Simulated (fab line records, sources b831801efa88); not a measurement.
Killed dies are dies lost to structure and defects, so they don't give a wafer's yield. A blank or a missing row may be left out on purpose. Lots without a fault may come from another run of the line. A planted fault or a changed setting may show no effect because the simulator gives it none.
Chamber matching | flow gf180mcu | GF_POLY_GATE_ETCH_13 on rie_si-01: 4 sister chambers
The step etches poly-Si in HBr/Cl2, stops on SiO2, target depth 198.5 nm, time 69.6 s. 8 wafers are shown with their chamber, then 7 later ones without.

WAFERS WITH THEIR CHAMBER
wafer  | chamber | drypump_motor_current_A (A) | oes_product_au (a.u.)
L474.5 | 3       | 5.1                         | 0.986
L483.6 | 3       | 5.1                         | 0.980
L484.4 | 2       | 5.6                         | 1.005
L484.6 | 0       | 5.6                         | 0.995
L485.3 | 2       | 5.5                         | 0.985
L485.5 | 1       | 5.5                         | 0.992
L486.3 | 0       | 5.6                         | 0.984
L486.4 | 1       | 5.6                         | 0.998

WAFERS WITHOUT THEIR CHAMBER
wafer  | drypump_motor_current_A (A) | oes_product_au (a.u.)
L486.5 | 5.6                         | 0.993
L487.3 | 5.1                         | 0.982
L487.5 | 5.6                         | 0.997
L487.6 | 5.1                         | 0.978
L489.2 | 5.6                         | 0.985
L489.3 | 5.5                         | 0.999
L489.6 | 5.1                         | 0.983

WHICH CHAMBER EACH WENT THROUGH
wafer  | from the rows above          | in truth
L486.5 | can't be placed: 0 or 2 or 1 | 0
L487.3 | 3                            | 3
L487.5 | can't be placed: 0 or 1 or 2 | 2
L487.6 | 3                            | 3
L489.2 | can't be placed: 0 or 2 or 1 | 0
L489.3 | can't be placed: 1 or 2 or 0 | 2
L489.6 | 3                            | 3
Placed correctly: 3 of 7. Can't be placed from these rows: 4 (the true chamber is among the candidates in 4). Placed wrongly: 0.
How it was worked out, from the rows above alone: a wafer's distance from a chamber is the root of the sum, over the readings, of the square of ((its reading less the chamber's mean) divided by the reading's scatter). The wafer belongs to the nearest chamber; if the next one is less than 2 further off, it can't be placed. A chamber's mean is the mean of its shown wafers. The scatter: the root of (the sum of the squares of (reading less its chamber's mean) over the shown wafers, divided by (wafers less chambers)).
